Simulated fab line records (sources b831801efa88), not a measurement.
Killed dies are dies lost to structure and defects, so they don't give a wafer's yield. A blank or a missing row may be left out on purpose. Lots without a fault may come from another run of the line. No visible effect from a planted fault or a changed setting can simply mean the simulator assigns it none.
fab line records | flow sky130
record lots=6 | wafers=16 | lastDay=50
route steps=708 shown VIA1@470 METAL2@483
lots that met no fault: from a run of the same line without faults
startH: the number of hours between the record's first day and the start of the first shown wafer of the lot | waitH: time in hours since the lot's previous step | " the same as in the row above | L1.1+2: a row that stands for several wafers | - no value present, or no start provided | * or withheld: withheld | < > ~ a bound
route shown NAME@n: NAME is a module with steps in the file, n the number in the route of the first one | usual: mean/standard deviation taken from wafers without a fault | same: alike in all rows | chamber/n: place in a boat | sites: per-site readings | _std_site: how widely they spread, as a standard deviation | _edge_site: outer sites' mean less inner sites' | radiusMm: how far each site lies from the wafer's centre | mask NAME#n: copy n | behind: the last tool/chamber to shape the wafer | hold: reason for holding the lot/hours on hold/outcome of the hold | device: the transistor (n, p or np) that didn't switch | end of line: the tests these same wafers got at the end of their route | step lacking rows: just its recipe | killed: dies lost to structure and defects at the first sort, not the wafer's yield | map: a wafer's dies, x killed, . not, _ none there
set.NAME: the setting the step ran with; set.NAME@STEP: the setting that earlier step ran with | model.NAME: the simulator's own value behind a step, which no gauge read
lots at selected steps of the route; one table per step, one row per wafer
services: a tool's chamber out of use, with start hour (startH, from the record's first day; less than 0 if before it), hours out, and reason
## steps
# step SKY_VIA1_CD_MEAS_12
# recipe targetCdNm=150
# usual cdNm=149.7/1.5
lot.wafer | tool     | chamber | startH | waitH | cdNm
L870.1    | cdSem-02 | -       | 828.53 | -     | 149.5
L870.3    | "        | -       | "      | "     | 150.1
L870.4    | "        | -       | "      | "     | 149.2
L871.4    | cdSem-01 | -       | 836.62 | -     | 150.4
L871.5    | "        | -       | "      | "     | 150.8
L871.6    | "        | -       | "      | "     | 151.2
L876.1    | cdSem-01 | -       | 885.00 | -     | 147.5
L876.6    | "        | -       | "      | "     | 146.1
L879.1    | cdSem-01 | -       | 904.96 | -     | 148.9
L879.3    | "        | -       | "      | "     | 147.8
L882.1    | cdSem-01 | -       | 923.61 | -     | 148.8
L882.3    | "        | -       | "      | "     | 147.9
L882.6    | "        | -       | "      | "     | 147.9
L887.3    | cdSem-02 | -       | 966.62 | -     | 147.6
L887.5    | "        | -       | "      | "     | 148.2
L887.6    | "        | -       | "      | "     | 147.9
# step SKY_VIA1_OVL_MEAS_13
# usual VIA1_OVL=1/4.9
lot.wafer | tool       | chamber | startH | waitH | VIA1_OVL[nm]
L870.1    | overlay-02 | -       | 828.65 | 0.1   | -1
L870.3    | "          | -       | "      | "     | -5
L870.4    | "          | -       | "      | "     | -2
L871.4    | overlay-02 | -       | 836.70 | 0.1   | 7
L871.5    | "          | -       | "      | "     | 2
L871.6    | "          | -       | "      | "     | -2
L876.1    | overlay-01 | -       | 885.12 | 0.1   | 2
L876.6    | "          | -       | "      | "     | 5
L879.1    | overlay-01 | -       | 905.08 | 0.1   | 4
L879.3    | "          | -       | "      | "     | 7
L882.1    | overlay-01 | -       | 923.73 | 0.1   | -1
L882.3    | "          | -       | "      | "     | -5
L882.6    | "          | -       | "      | "     | -3
L887.3    | overlay-02 | -       | 966.71 | 0.1   | 2
L887.5    | "          | -       | "      | "     | 4
L887.6    | "          | -       | "      | "     | 3
# step SKY_VIA1_ETCH_14
# recipe chemistry=N2/H2 | target=BARC | ionEnergyEv=200 | sourceW=500 | biasW=100 | pressureMtorr=30 | n2FlowSccm=100 | h2FlowSccm=200 | stopOn=SiO2 | timeS=45.9 | targetDepthA=600
# usual biasW=100.0/0.31 | drypumpMotorCurrentA=5.8/0.47 | oesProductAu=0.855/0.0049 | throttleValvePct=13.225/0.0089
lot.wafer | tool       | chamber | startH | waitH | biasW | drypumpMotorCurrentA | oesProductAu | rfHoursCounterH | throttleValvePct
L870.1    | rieDiel-04 | 1       | 828.69 | 0.0   | 100.2 | 6.3                  | 0.863        | 2               | 13.238
L870.3    | "          | 0       | "      | "     | 100.2 | 5.8                  | 0.852        | 1               | 13.241
L870.4    | "          | 3       | "      | "     | 100.1 | 5.6                  | 0.853        | 6               | 13.219
L871.4    | rieDiel-03 | 2       | 836.71 | 0.0   | 99.8  | 5.8                  | 0.853        | 13              | 13.230
L871.5    | "          | 2       | "      | "     | 99.4  | 5.8                  | 0.856        | -               | 13.231
L871.6    | "          | 1       | "      | "     | 99.8  | 5.5                  | 0.865        | -               | 13.224
L876.1    | rieDiel-04 | 1       | 885.16 | 0.0   | 100.3 | 6.3                  | 0.852        | 3               | 13.231
L876.6    | "          | 1       | "      | "     | 100.1 | 6.3                  | 0.861        | -               | 13.212
L879.1    | rieDiel-01 | 1       | 905.11 | 0.0   | 99.9  | 5.9                  | 0.854        | 9               | 13.234
L879.3    | "          | 3       | "      | "     | 100.4 | 6.5                  | 0.861        | 17              | 13.232
L882.1    | rieDiel-03 | 3       | 923.76 | 0.0   | 100.1 | 6.1                  | 0.852        | 12              | 13.234
L882.3    | "          | 0       | "      | "     | 99.7  | 5.0                  | 0.851        | 2               | 13.225
L882.6    | "          | 0       | "      | "     | 100.0 | 5.0                  | 0.856        | -               | 13.224
L887.3    | rieDiel-04 | 2       | 966.74 | 0.0   | 100.1 | 6.3                  | 0.854        | 21              | 13.210
L887.5    | "          | 0       | "      | "     | 99.7  | 5.8                  | 0.855        | -               | 13.221
L887.6    | "          | 1       | "      | "     | 99.9  | 6.3                  | 0.853        | -               | 13.211
# step SKY_VIA1_ETCH_15
# recipe target=SiO2 | chemistry=C4F8/O2/Ar | targetDepthNm=351 | stopOn=TiN | maskMaterial=KrF-thick | sourceW=1500 | biasW=1200 | pressureMtorr=40 | c4f8FlowSccm=withheld | O2_flow_sccm=6 | Ar_flow_sccm=300 | timeS=54
# step SKY_VIA1_STRIP_16
# recipe chemistry=O2/N2 | powerW=1400 | pressureMtorr=1500 | platenTempC=withheld | o2FlowSccm=3000 | n2FlowSccm=300 | overashFraction=0.5
# usual drypumpMotorCurrentA=5.6/0.43 | oesProductAu=0.416/0.0047 | stripTimeToEndpointS=4.464/0.02
lot.wafer | tool           | chamber | startH | waitH | drypumpMotorCurrentA | oesProductAu | rfHoursCounterH | stripTimeToEndpointS
L870.1    | plasmaAsher-03 | 0       | 828.78 | 0.0   | 5.2                  | 0.417        | 66              | 4.460
L870.3    | "              | 1       | "      | "     | 4.9                  | 0.415        | -               | 4.458
L870.4    | "              | 0       | "      | "     | 5.3                  | 0.416        | -               | 4.436
L871.4    | plasmaAsher-04 | 0       | 836.84 | 0.1   | 5.8                  | 0.424        | -               | 4.504
L871.5    | "              | 0       | "      | "     | 5.9                  | 0.415        | -               | 4.513
L871.6    | "              | 1       | "      | "     | 6.2                  | 0.411        | -               | 4.446
L876.1    | plasmaAsher-02 | 0       | 885.25 | 0.0   | 5.7                  | 0.422        | 106             | 4.462
L876.6    | "              | 1       | "      | "     | 5.8                  | 0.407        | -               | 4.460
L879.1    | plasmaAsher-03 | 0       | 905.20 | 0.0   | 5.3                  | 0.417        | 74              | 4.467
L879.3    | "              | 0       | "      | "     | 5.3                  | 0.414        | -               | 4.427
L882.1    | plasmaAsher-04 | 1       | 923.85 | 0.0   | 6.2                  | 0.416        | 50              | 4.472
L882.3    | "              | 0       | "      | "     | 5.9                  | 0.417        | -               | 4.445
L882.6    | "              | 0       | "      | "     | 5.9                  | 0.419        | -               | 4.462
L887.3    | plasmaAsher-02 | 1       | 966.86 | 0.1   | 5.8                  | 0.406        | -               | 4.470
L887.5    | "              | 0       | "      | "     | 5.7                  | 0.417        | -               | 4.481
L887.6    | "              | 1       | "      | "     | 5.8                  | 0.415        | -               | 4.453
# step SKY_VIA1_STRIP_17
# recipe chemistry=postEtchResidueRemover | timeS=1200 | tempC=72.5
# step SKY_VIA1_CLEAN_18
# recipe chemistry=IPA | timeS=180 | tempC=25
# step SKY_VIA1_CLEAN_19
# recipe chemistry=O3/DIW | dry=n2Spin
# step SKY_VIA1_SPUTTER_20
# recipe material=TiN | targetThkNm=20 | chamberPressurePa=5 | powerW=4000 | timeS=80
# step SKY_VIA1_CVD_21
# recipe material=W | targetThkNm=270 | timeS=80.902 | tempC=400 | pressureTorr=40
# step SKY_VIA1_RS_MEAS_22
# recipe thkMeasGauge=four-point-probe | reads=W_of_VIA1_CVD_21+TiN_of_VIA1_SPUTTER_20
# usual VIA1_W_RS=0.427/0.0042
lot.wafer | tool         | chamber | startH | waitH | VIA1_W_RS[ohm/sq]
L870.1    | filmMetro-01 | -       | 829.52 | 0.1   | 0.423
L870.3    | "            | -       | "      | "     | 0.427
L870.4    | "            | -       | "      | "     | 0.426
L871.4    | filmMetro-02 | -       | 837.70 | 0.1   | 0.424
L871.5    | "            | -       | "      | "     | 0.426
L871.6    | "            | -       | "      | "     | 0.428
L876.1    | filmMetro-02 | -       | 885.99 | 0.1   | 0.433
L876.6    | "            | -       | "      | "     | 0.437
L879.1    | filmMetro-01 | -       | 905.97 | 0.1   | 0.424
L879.3    | "            | -       | "      | "     | 0.419
L882.1    | filmMetro-02 | -       | 924.60 | 0.1   | 0.432
L882.3    | "            | -       | "      | "     | 0.431
L882.6    | "            | -       | "      | "     | 0.428
L887.3    | filmMetro-01 | -       | 967.82 | 0.1   | 0.417
L887.5    | "            | -       | "      | "     | 0.423
L887.6    | "            | -       | "      | "     | 0.428
# step SKY_VIA1_THK_MEAS_23
# recipe thkMeasGauge=xrf | reads=W_of_VIA1_CVD_21
# usual VIA1_W_THK=267/3.1
lot.wafer | tool         | chamber | startH | waitH | VIA1_W_THK[nm]
L870.1    | filmMetro-01 | -       | 829.64 | 0.1   | 269
L870.3    | "            | -       | "      | "     | 268
L870.4    | "            | -       | "      | "     | 269
L871.4    | filmMetro-02 | -       | 837.79 | 0.1   | 268
L871.5    | "            | -       | "      | "     | 266
L871.6    | "            | -       | "      | "     | 265
L876.1    | filmMetro-02 | -       | 886.11 | 0.1   | 265
L876.6    | "            | -       | "      | "     | 261
L879.1    | filmMetro-01 | -       | 906.09 | 0.1   | 271
L879.3    | "            | -       | "      | "     | 277
L882.1    | filmMetro-02 | -       | 924.72 | 0.1   | 263
L882.3    | "            | -       | "      | "     | 263
L882.6    | "            | -       | "      | "     | 263
L887.3    | filmMetro-01 | -       | 967.92 | 0.1   | 273
L887.5    | "            | -       | "      | "     | 270
L887.6    | "            | -       | "      | "     | 268
# step SKY_VIA1_CMP_24
# recipe stopOn=SiO2 | tOverpolishS=15 | downForcePsi=3.5 | platenRpm=60 | targetThkNm=0 | padVelocityMS=0.94248
# usual motorCurrentA=11.1/0.99 | overpolishRunS=15.001/0.0083 | platenRpm=60.00/0.044 | slurryFlowMlMin=150.0/0.5 | timeToEndpointS=65/3.1
lot.wafer | tool   | chamber | startH | waitH | motorCurrentA | overpolishRunS | platenRpm | slurryFlowMlMin | timeToEndpointS | model.SiO2_of_VIA1_HDPCVD_00.thkNm
L870.3    | cmp-02 | 0       | 830.19 | 0.5   | 11.0          | 15.014         | 59.99     | 149.7           | 61              | 343.4
L870.4    | "      | 2       | "      | "     | 10.0          | 15.008         | 59.98     | 149.7           | 66              | 343.6
L870.1    | "      | 3       | "      | "     | 10.5          | 14.990         | 60.02     | 150.8           | 69              | 342.1
L871.4    | cmp-02 | 2       | 837.92 | 0.1   | 10.5          | 14.990         | 60.10     | 150.2           | 72              | 339.7
L871.6    | "      | 0       | "      | "     | 11.2          | 14.997         | 60.01     | 149.3           | 65              | 341.9
L871.5    | "      | 1       | "      | "     | 12.8          | 15.006         | 59.96     | 149.4           | 65              | 340.5
L876.1    | cmp-02 | 0       | 886.46 | 0.3   | 11.4          | 14.995         | 59.98     | 149.5           | 34              | 339.5
L876.6    | "      | 0       | "      | "     | 11.3          | 15.000         | 60.00     | 149.9           | 62              | 341.7
L879.3    | cmp-02 | 3       | 906.15 | 0.0   | 9.6           | 15.014         | 59.95     | 149.9           | 68              | 342.8
L879.1    | "      | 0       | "      | "     | 11.2          | 15.001         | 60.02     | 149.5           | 35              | 337.9
L882.3    | cmp-01 | 2       | 924.83 | 0.1   | 12.0          | 14.989         | 59.99     | 149.9           | 63              | 343
L882.1    | "      | 3       | "      | "     | 10.7          | 15.002         | 60.02     | 150.4           | 68              | 343
L882.6    | "      | 1       | "      | "     | 10.9          | 15.011         | 59.97     | 150.5           | 62              | 342.2
L887.3    | cmp-01 | 0       | 968.01 | 0.1   | 10.9          | 14.990         | 60.03     | 149.6           | 67              | 340.8
L887.6    | "      | 3       | "      | "     | 11.6          | 14.995         | 60.08     | 148.6           | 69              | 342.2
L887.5    | "      | 0       | "      | "     | 11.0          | 15.011         | 60.05     | 150.3           | 66              | 341.2
# step SKY_METAL2_SPUTTER_00
# recipe material=Ti | targetThkNm=15 | powerW=3000 | timeS=10 | chamberPressurePa=0.4
# usual chamberPressurePa=0.4000/0.00075 | throttleValvePct=29.2/0.9
lot.wafer | tool          | chamber | startH | waitH | chamberPressurePa | throttleValvePct
L870.1    | pvdSputter-01 | -       | 830.49 | 0.1   | 0.3999            | 29.5
L870.3    | "             | -       | "      | "     | 0.3995            | 29.4
L870.4    | "             | -       | "      | "     | 0.3987            | 30.1
L871.4    | pvdSputter-04 | -       | 838.13 | 0.2   | 0.4004            | 29.4
L871.5    | "             | -       | "      | "     | 0.4002            | 29.2
L871.6    | "             | -       | "      | "     | 0.3989            | 27.7
L876.1    | pvdSputter-01 | -       | 886.71 | 0.2   | 0.3997            | 28.4
L876.6    | "             | -       | "      | "     | 0.4000            | 28.9
L879.1    | pvdSputter-02 | -       | 906.45 | 0.2   | 0.3999            | 31.3
L879.3    | "             | -       | "      | "     | 0.3995            | 28.1
L882.1    | pvdSputter-01 | -       | 925.08 | 0.1   | 0.3992            | 29.7
L882.3    | "             | -       | "      | "     | 0.3992            | 29.0
L882.6    | "             | -       | "      | "     | 0.3999            | 28.4
L887.3    | pvdSputter-01 | -       | 968.26 | 0.2   | 0.3991            | 29.6
L887.5    | "             | -       | "      | "     | 0.3999            | 28.6
L887.6    | "             | -       | "      | "     | 0.4000            | 29.6
# step SKY_METAL2_SPUTTER_01
# recipe material=TiN | targetThkNm=20 | powerW=6500 | timeS=16.7 | chamberPressurePa=0.4
# usual chamberPressurePa=0.4000/0.00084 | throttleValvePct=29.2/0.9
lot.wafer | tool          | chamber | startH | waitH | chamberPressurePa | throttleValvePct
L870.1    | pvdSputter-01 | -       | 830.52 | 0.0   | 0.4001            | 29.3
L870.3    | "             | -       | "      | "     | 0.4010            | 29.0
L870.4    | "             | -       | "      | "     | 0.3981            | 29.8
L871.4    | pvdSputter-04 | -       | 838.15 | 0.0   | 0.3996            | 29.4
L871.5    | "             | -       | "      | "     | 0.3991            | 29.3
L871.6    | "             | -       | "      | "     | 0.3997            | 27.9
L876.1    | pvdSputter-01 | -       | 886.73 | 0.0   | 0.3993            | 28.5
L876.6    | "             | -       | "      | "     | 0.3999            | 28.8
L879.1    | pvdSputter-02 | -       | 906.47 | 0.0   | 0.3995            | 31.3
L879.3    | "             | -       | "      | "     | 0.3997            | 27.7
L882.1    | pvdSputter-01 | -       | 925.11 | 0.0   | 0.4008            | 29.7
L882.3    | "             | -       | "      | "     | 0.4005            | 28.9
L882.6    | "             | -       | "      | "     | 0.3993            | 28.5
L887.3    | pvdSputter-01 | -       | 968.28 | 0.0   | 0.3996            | 29.9
L887.5    | "             | -       | "      | "     | 0.4001            | 28.6
L887.6    | "             | -       | "      | "     | 0.4004            | 29.6
# step SKY_METAL2_SPUTTER_02
# recipe material=AlCu | targetThkNm=250 | powerW=10600 | timeS=13.3 | chamberPressurePa=0.4
# step SKY_METAL2_SPUTTER_03
# recipe material=Ti | targetThkNm=5 | powerW=3000 | timeS=3.3 | chamberPressurePa=0.4
# step SKY_METAL2_SPUTTER_04
# recipe material=TiN | targetThkNm=70 | powerW=6500 | timeS=58.3 | chamberPressurePa=0.4
# usual chamberPressurePa=0.4000/0.0008 | throttleValvePct=29.2/0.94
lot.wafer | tool          | chamber | startH | waitH | chamberPressurePa | throttleValvePct
L870.1    | pvdSputter-01 | -       | 830.58 | 0.0   | 0.3997            | 29.5
L870.3    | "             | -       | "      | "     | 0.4001            | 29.1
L870.4    | "             | -       | "      | "     | 0.3991            | 29.4
L871.4    | pvdSputter-04 | -       | 838.23 | 0.0   | 0.4009            | 29.2
L871.5    | "             | -       | "      | "     | 0.4006            | 29.0
L871.6    | "             | -       | "      | "     | 0.4015            | 27.3
L876.1    | pvdSputter-01 | -       | 886.80 | 0.0   | 0.3991            | 28.4
L876.6    | "             | -       | "      | "     | 0.4004            | 29.3
L879.1    | pvdSputter-02 | -       | 906.54 | 0.0   | 0.4018            | 31.4
L879.3    | "             | -       | "      | "     | 0.4002            | 27.9
L882.1    | pvdSputter-01 | -       | 925.17 | 0.0   | 0.3994            | 29.6
L882.3    | "             | -       | "      | "     | 0.4009            | 29.4
L882.6    | "             | -       | "      | "     | 0.4010            | 28.6
L887.3    | pvdSputter-01 | -       | 968.35 | 0.0   | 0.4006            | 29.6
L887.5    | "             | -       | "      | "     | 0.4000            | 28.4
L887.6    | "             | -       | "      | "     | 0.4018            | 29.4
# step SKY_METAL2_RS_MEAS_05
# recipe thkMeasGauge=four-point-probe | reads=TiN_of_METAL2_SPUTTER_04+Ti_of_METAL2_SPUTTER_03+AlCu_of_METAL2_SPUTTER_02+TiN_of_METAL2_SPUTTER_01+Ti_of_METAL2_SPUTTER_00
# usual METAL2_ALCU_RS=0.1265/0.0014
lot.wafer | tool         | chamber | startH | waitH | METAL2_ALCU_RS[ohm/sq]
L870.1    | filmMetro-02 | -       | 830.63 | 0.0   | 0.1253
L870.3    | "            | -       | "      | "     | 0.1257
L870.4    | "            | -       | "      | "     | 0.1259
L871.4    | filmMetro-02 | -       | 838.32 | 0.1   | 0.1275
L871.5    | "            | -       | "      | "     | 0.1269
L871.6    | "            | -       | "      | "     | 0.1276
L876.1    | filmMetro-04 | -       | 886.85 | 0.0   | 0.1264
L876.6    | "            | -       | "      | "     | 0.1246
L879.1    | filmMetro-02 | -       | 906.59 | 0.0   | 0.1259
L879.3    | "            | -       | "      | "     | 0.1256
L882.1    | filmMetro-04 | -       | 925.22 | 0.0   | 0.1257
L882.3    | "            | -       | "      | "     | 0.1248
L882.6    | "            | -       | "      | "     | 0.1265
L887.3    | filmMetro-02 | -       | 968.44 | 0.1   | 0.1262
L887.5    | "            | -       | "      | "     | 0.1251
L887.6    | "            | -       | "      | "     | 0.1262
# step SKY_METAL2_THK_MEAS_06
# recipe thkMeasGauge=xrf | reads=AlCu_of_METAL2_SPUTTER_02
# usual METAL2_ALCU_THK=247/3.1
lot.wafer | tool         | chamber | startH | waitH | METAL2_ALCU_THK[nm]
L870.1    | filmMetro-02 | -       | 830.75 | 0.1   | 251
L870.3    | "            | -       | "      | "     | 250
L870.4    | "            | -       | "      | "     | 248
L871.4    | filmMetro-02 | -       | 838.41 | 0.1   | 245
L871.5    | "            | -       | "      | "     | 251
L871.6    | "            | -       | "      | "     | 248
L876.1    | filmMetro-04 | -       | 886.97 | 0.1   | 245
L876.6    | "            | -       | "      | "     | 248
L879.1    | filmMetro-02 | -       | 906.71 | 0.1   | 249
L879.3    | "            | -       | "      | "     | 250
L882.1    | filmMetro-04 | -       | 925.34 | 0.1   | 248
L882.3    | "            | -       | "      | "     | 249
L882.6    | "            | -       | "      | "     | 247
L887.3    | filmMetro-02 | -       | 968.54 | 0.1   | 249
L887.5    | "            | -       | "      | "     | 252
L887.6    | "            | -       | "      | "     | 247
# step SKY_METAL2_DEHYDRATE_07
# recipe tempC=200 | timeS=60
# step SKY_METAL2_HMDS_08
# recipe primeTimeS=60 | primeTempC=120
# step SKY_METAL2_COAT_09
# recipe resist=BARC | tempC=withheld | timeS=withheld | spinRpm=3000 | resistThkNm=60
# step SKY_METAL2_COAT_10
# recipe resist=KrF-thick | spinRpm=3000 | resistThkNm=450
# step SKY_METAL2_SOFTBAKE_11
# recipe tempC=100 | timeS=90 | resist=KrF-thick
# step SKY_METAL2_EXPOSE_12
# recipe maskId=MM2 | na=0.8 | sourceShape=annular | sigmaInner=0.55 | sigmaOuter=0.85 | targetCdNm=140 | doseMj=28
# step SKY_METAL2_PEB_13
# recipe pebTempC=withheld | pebTimeS=withheld | resist=KrF-thick
# step SKY_METAL2_DEVELOP_14
# recipe developTimeS=60 | resist=KrF-thick | devTempC=21
# step SKY_METAL2_CD_MEAS_15
# recipe targetCdNm=140
# usual cdNm=139.8/1.7
lot.wafer | tool     | chamber | startH | waitH | cdNm
L870.1    | cdSem-02 | -       | 856.91 | -     | 136.7
L870.3    | "        | -       | "      | "     | 135.6
L870.4    | "        | -       | "      | "     | 135.3
L871.4    | cdSem-02 | -       | 864.52 | -     | 138.2
L871.5    | "        | -       | "      | "     | 139.1
L871.6    | "        | -       | "      | "     | 137.8
L876.1    | cdSem-01 | -       | 913.11 | -     | 138.4
L876.6    | "        | -       | "      | "     | 137.6
L879.1    | cdSem-02 | -       | 931.81 | -     | 139.9
L879.3    | "        | -       | "      | "     | 141.6
L882.1    | cdSem-02 | -       | 948.74 | -     | 139.8
L882.3    | "        | -       | "      | "     | 139.4
L882.6    | "        | -       | "      | "     | 139.7
L887.3    | cdSem-01 | -       | 991.90 | -     | 136.4
L887.5    | "        | -       | "      | "     | 138.9
L887.6    | "        | -       | "      | "     | 137.2
# step SKY_METAL2_OVL_MEAS_16
# usual METAL2_OVL=-3/5
lot.wafer | tool       | chamber | startH | waitH | METAL2_OVL[nm]
L870.1    | overlay-01 | -       | 857.03 | 0.1   | 7
L870.3    | "          | -       | "      | "     | -2
L870.4    | "          | -       | "      | "     | 0
L871.4    | overlay-01 | -       | 864.60 | 0.1   | -1
L871.5    | "          | -       | "      | "     | -3
L871.6    | "          | -       | "      | "     | 2
L876.1    | overlay-01 | -       | 913.23 | 0.1   | 4
L876.6    | "          | -       | "      | "     | -2
L879.1    | overlay-02 | -       | 931.93 | 0.1   | -6
L879.3    | "          | -       | "      | "     | -7
L882.1    | overlay-02 | -       | 948.86 | 0.1   | -3
L882.3    | "          | -       | "      | "     | -13
L882.6    | "          | -       | "      | "     | -2
L887.3    | overlay-01 | -       | 992.00 | 0.1   | -7
L887.5    | "          | -       | "      | "     | -3
L887.6    | "          | -       | "      | "     | -2
# step SKY_METAL2_DESCUM_17
# recipe chemistry=O2 | sourcePowerW=150 | biasPowerW=0 | pressureMtorr=10 | tempC=40 | timeS=8
# step SKY_METAL2_ETCH_18
# recipe chemistry=N2/H2 | target=BARC | ionEnergyEv=200 | biasW=100 | pressureMtorr=30 | n2FlowSccm=100 | h2FlowSccm=200 | icpW=500 | stopOn=SiO2 | timeS=45.9 | targetDepthA=600
# step SKY_METAL2_METAL_ETCH_19
# recipe targetDepthA=3600 | stopOn=SiO2 | overEtchFrac=0.3 | timeS=78 | chemistry=Cl2/BCl3 | resistSidewallDeg=88 | pressureMtorr=10 | icpW=900 | biasW=48.5 | Cl2_flow_sccm=60 | bcl3FlowSccm=30
# usual biasW=48.48/0.14 | drypumpMotorCurrentA=5.58/0.16 | oesProductAu=0.855/0.0061 | throttleValvePct=22.263/0.0085
lot.wafer | tool        | chamber | startH | waitH | biasW | drypumpMotorCurrentA | oesProductAu | rfHoursCounterH | throttleValvePct | model.SiO2_of_VIA1_HDPCVD_00.thkNm
L870.1    | rieMetal-02 | 0       | 857.26 | 0.1   | 48.44 | 5.28                 | 0.856        | 8               | 22.250           | 331.3
L870.3    | "           | 0       | "      | "     | 48.30 | 5.27                 | 0.860        | -               | 22.260           | 332.6
L870.4    | "           | 0       | "      | "     | 48.53 | 5.29                 | 0.857        | -               | 22.262           | 332.8
L871.4    | rieMetal-02 | 0       | 864.90 | 0.1   | 48.38 | 5.29                 | 0.855        | -               | 22.257           | 328.8
L871.5    | "           | 0       | "      | "     | 48.46 | 5.29                 | 0.849        | -               | 22.272           | 329.5
L871.6    | "           | 0       | "      | "     | 48.40 | 5.28                 | 0.849        | -               | 22.275           | 330.9
L876.1    | rieMetal-03 | 1       | 913.36 | 0.0   | 48.42 | 5.59                 | 0.856        | 1               | 22.245           | 328.8
L876.6    | "           | 1       | "      | "     | 48.41 | 5.63                 | 0.864        | -               | 22.262           | 331.1
L879.1    | rieMetal-02 | 0       | 932.06 | 0.0   | 48.16 | 5.28                 | 0.857        | 12              | 22.253           | 327.1
L879.3    | "           | 1       | "      | "     | 48.45 | 5.81                 | 0.858        | -               | 22.274           | 331.8
L882.1    | rieMetal-03 | 1       | 948.99 | 0.0   | 48.42 | 5.59                 | 0.854        | 3               | 22.267           | 332.1
L882.3    | "           | 0       | "      | "     | 48.67 | 5.60                 | 0.852        | -               | 22.259           | 332
L882.6    | "           | 1       | "      | "     | 48.51 | 5.59                 | 0.852        | -               | 22.273           | 331.3
L887.3    | rieMetal-03 | 1       | 992.14 | 0.1   | 48.28 | 5.61                 | 0.853        | -               | 22.276           | 329.9
L887.5    | "           | 0       | "      | "     | 48.47 | 5.62                 | 0.858        | -               | 22.259           | 330.2
L887.6    | "           | 1       | "      | "     | 48.53 | 5.61                 | 0.854        | -               | 22.269           | 331.2
# step SKY_METAL2_STRIP_20
# recipe chemistry=O2/N2 | powerW=1400 | pressureMtorr=1500 | platenTempC=withheld | o2FlowSccm=3000 | n2FlowSccm=300 | overashFraction=0.5
## services
tool           | chamber | startH | hours | kind
rieMetal-03    | 1       | 813.24 | 9.5   | repair
pvdSputter-02  | -       | 826.13 | 1.9   | repair
cmp-01         | -       | 827.74 | 20.7  | repair
plasmaAsher-04 | -       | 847.45 | 4.7   | repair
plasmaAsher-02 | -       | 864.36 | 2.8   | pm
pvdSputter-02  | -       | 881.88 | 6.8   | repair
rieDiel-04     | 0       | 882.07 | 48.4  | repair
cmp-01         | -       | 900.88 | 0.4   | repair
rieDiel-03     | 2       | 907.64 | 9.7   | repair
cmp-02         | -       | 909.04 | 2.0   | repair
cmp-01         | -       | 912.00 | 4.0   | pm
cmp-01         | -       | 936.08 | 2.0   | repair
cmp-02         | -       | 936.36 | 2.5   | repair
rieDiel-04     | -       | 949.04 | 1.0   | repair
cmp-02         | -       | 963.30 | 0.8   | repair
pvdSputter-02  | -       | 968.13 | 2.4   | repair
pvdSputter-02  | -       | 968.34 | 9.6   | repair
rieDiel-04     | 1       | 969.12 | 3.3   | repair
cmp-01         | -       | 974.10 | 1.0   | repair
pvdSputter-04  | -       | 979.53 | 5.0   | repair
cmp-01         | -       | 983.39 | 4.4   | pm
plasmaAsher-03 | -       | 988.18 | 1.3   | repair
pvdSputter-04  | -       | 988.26 | 1.0   | repair
cmp-02         | -       | 990.35 | 3.3   | repair
## key
firstSign step=SKY_VIA1_CMP_24 | reading=timeToEndpointS | direction=down | sigmas=9.9 | usual=* | struck=*
effect none on later readings
modelEffect step=SKY_VIA1_CMP_24 | value=SiO2_of_VIA1_HDPCVD_00.thkNm | without=341.2 | struck=338.7
modelEffect step=SKY_METAL2_METAL_ETCH_19 | value=SiO2_of_VIA1_HDPCVD_00.thkNm | without=330.5 | struck=327.9
metAt SKY_VIA1_CMP_24
struckWafers L876.1,L879.1
onsetBetween 837.92 886.46
fault kind=processParameterDrift | tool=cmp-02 | chamber=- | onsetH=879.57 | steps=SKY_VIA1_CMP_24 | channel=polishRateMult | offset=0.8 | shape=step | endH=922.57 | scope=struckWafersOnly
